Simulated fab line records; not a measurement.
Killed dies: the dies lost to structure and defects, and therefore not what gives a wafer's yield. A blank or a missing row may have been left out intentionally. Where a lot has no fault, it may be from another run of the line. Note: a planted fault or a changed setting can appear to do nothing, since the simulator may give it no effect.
Lot-split experiment	flow sky130	on a route of 708 steps: 5 lots, 23 wafers read

## SPLIT DETAILS
At SKY_METAL2_SPUTTER_02 (material AlCu, target thk 250 nm, time 13.3 s), the setting power-w was moved away from the recipe's 10600 W on 6 of the 23 wafers read, by -11.0% to -8.8%. For the rest of the wafers, this setting stayed at what the recipe calls for.

## FROM THE SPLIT TO THE READING: what the file shows between them, 3 steps
- SKY_METAL2_SPUTTER_03: material Ti, target thk 5 nm, time 3.3 s
- SKY_METAL2_SPUTTER_04: material TiN, target thk 70 nm, time 58.3 s
- SKY_METAL2_RS_MEAS_05: measures by four-point-probe

## THE READING
METAL2_ALCU_THK, in nm, at SKY_METAL2_THK_MEAS_06 (measures by xrf). Typical for fault-free wafers on this fab line: 250.0 nm, with standard deviation 2.9 nm.

wafer	tool, chamber at the split	power-w as run, W	against the recipe	METAL2_ALCU_THK, nm	against lot-mates on the recipe
L076.2	pvd-sputter-01, -	10600	recipe	252.2	-
L076.3	pvd-sputter-01, -	10600	recipe	250.6	-
L076.4	pvd-sputter-01, -	10600	recipe	249.2	-
L080.1	pvd-sputter-01, -	9497	-10.4%	222.6	-24.2
L080.2	pvd-sputter-01, -	10600	recipe	248.2	-
L080.3	pvd-sputter-01, -	9497	-10.4%	220.6	-26.2
L080.4	pvd-sputter-01, -	10600	recipe	246.4	-
L080.6	pvd-sputter-01, -	10600	recipe	245.9	-
L081.1	pvd-sputter-02, -	10600	recipe	250.8	-
L081.2	pvd-sputter-02, -	10600	recipe	253.7	-
L081.3	pvd-sputter-02, -	10600	recipe	247.7	-
L081.4	pvd-sputter-02, -	10600	recipe	253.6	-
L081.5	pvd-sputter-02, -	10600	recipe	249.7	-
L083.2	pvd-sputter-02, -	10600	recipe	248.5	-
L083.3	pvd-sputter-02, -	9438	-11.0%	223.8	-25.3
L083.4	pvd-sputter-02, -	10600	recipe	248.4	-
L083.5	pvd-sputter-02, -	9438	-11.0%	227.2	-21.9
L083.6	pvd-sputter-02, -	10600	recipe	250.4	-
L082.1	pvd-sputter-04, -	9667	-8.8%	227.3	-24.6
L082.2	pvd-sputter-04, -	9667	-8.8%	229.6	-22.3
L082.3	pvd-sputter-04, -	10600	recipe	254.0	-
L082.4	pvd-sputter-04, -	10600	recipe	250.3	-
L082.6	pvd-sputter-04, -	10600	recipe	251.3	-

FIT RESULTS
A straight line over all 23 wafers: METAL2_ALCU_THK changes by +2.47 nm for each +1% of power-w; r = +0.98; the points scatter about the line by 2.5 nm.
The same after taking each lot's own level away (the mean of its wafers on the recipe; 23 wafers): +2.37 nm for each +1%; r = +0.98; scatter 1.9 nm.
Per that fit: largest power-w move, reading shift of 26 nm.
From 246.83 to 251.87 nm: that is the span of the lots' own levels, equal to 1.7 times the standard deviation above.
The two slopes are in agreement: the lot-to-lot level therefore moves the slope only a little.
Check: with one of the wafers moved furthest among these (-11.0%) left out of the fit, the line predicts -26.2 nm for it against its lot-mates. It came out at -25.3 nm against them.

## THE OTHER SPLITS THESE WAFERS WENT THROUGH
These wafers also went through other splits before the reading. Each is held against what the fit with the lots' levels taken away leaves over:
other split on the same wafers	wafers away from the commonest value	r with METAL2_ALCU_THK (lot level and that fit taken away)
SKY_LOCAL_INTERCONNECT_ETCH_13 ion-energy-ev	11	-0.32
SKY_METAL1_METAL_ETCH_19 over-etch-frac	8	+0.39
SKY_METAL2_SPUTTER_01 time-s	5	-0.13

## THE WHOLE CHAIN: every reading that the file lists as answering this split, in the file's order
step	what it does	reading	change (the file's fit)	r (the file's)
SKY_METAL2_SPUTTER_02	material AlCu, target thk 250 nm, time 13.3 s	AlCu_of_METAL2_SPUTTER_02.thk-nm (the simulator's own value, which no gauge read)	+2.39 nm for each +1% of the setting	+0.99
SKY_METAL2_RS_MEAS_05	measures by four-point-probe	METAL2_ALCU_RS	-0.0014 for each +1% of the setting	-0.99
SKY_METAL2_THK_MEAS_06	measures by xrf	METAL2_ALCU_THK	+2.38 for each +1% of the setting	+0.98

## THE FILE'S OWN FIT
METAL2_ALCU_THK changes by +2.38 nm for each +1% of power-w, r = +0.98.
